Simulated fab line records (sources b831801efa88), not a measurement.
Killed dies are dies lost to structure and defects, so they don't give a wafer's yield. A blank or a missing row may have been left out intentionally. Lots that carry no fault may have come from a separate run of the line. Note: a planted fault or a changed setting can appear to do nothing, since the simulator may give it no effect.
Chamber matching || flow sky130 || pecvd-01 running SKY_PASSIVATION_CVD_00: 3 sister chambers
The step deposits SiO2, target thk 90 nm. 3 wafers are shown with their chamber, then 7 later ones without.

WAFERS PAIRED WITH THEIR CHAMBERS
{"wafer": "L929.2", "chamber": 0, "heaterPowerW (W)": 808}
{"wafer": "L930.1", "chamber": 2, "heaterPowerW (W)": 657}
{"wafer": "L930.2", "chamber": 1, "heaterPowerW (W)": 735}

WAFERS WITH NO CHAMBER GIVEN
{"wafer": "L930.4", "heaterPowerW (W)": 729}
{"wafer": "L932.1", "heaterPowerW (W)": 568}
{"wafer": "L932.2", "heaterPowerW (W)": 731}
{"wafer": "L932.4", "heaterPowerW (W)": 586}
{"wafer": "L937.2", "heaterPowerW (W)": 644}
{"wafer": "L937.3", "heaterPowerW (W)": 816}
{"wafer": "L937.4", "heaterPowerW (W)": 826}

EACH ONE'S CHAMBER
{"wafer": "L930.4", "from the rows above": "can't be placed: 1 or 2 or 0", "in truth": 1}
{"wafer": "L932.1", "from the rows above": "can't be placed: 2 or 1", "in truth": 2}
{"wafer": "L932.2", "from the rows above": "can't be placed: 1 or 2 or 0", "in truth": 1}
{"wafer": "L932.4", "from the rows above": "can't be placed: 2 or 1", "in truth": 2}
{"wafer": "L937.2", "from the rows above": "can't be placed: 2 or 1", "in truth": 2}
{"wafer": "L937.3", "from the rows above": "can't be placed: 0 or 1", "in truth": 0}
{"wafer": "L937.4", "from the rows above": "can't be placed: 0 or 1", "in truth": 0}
Correctly placed: 0 of 7. From these rows, 7 cannot be placed; in 7 the true chamber is one of the candidates. 0 placed wrongly.
How it was worked out, from the rows above alone: a wafer's distance from a chamber is the root of the sum, over the readings, of the square of ((its reading less the chamber's mean) divided by the reading's scatter). If the next closest chamber is less than 2 further off than the closest, the wafer can't be placed; otherwise it belongs to the closest. For every chamber, the mean is computed from those of its wafers that are shown. The scatter (one wafer shown for each chamber): square how far every hidden wafer sits from the nearest shown wafer, average those squares and take the square root.
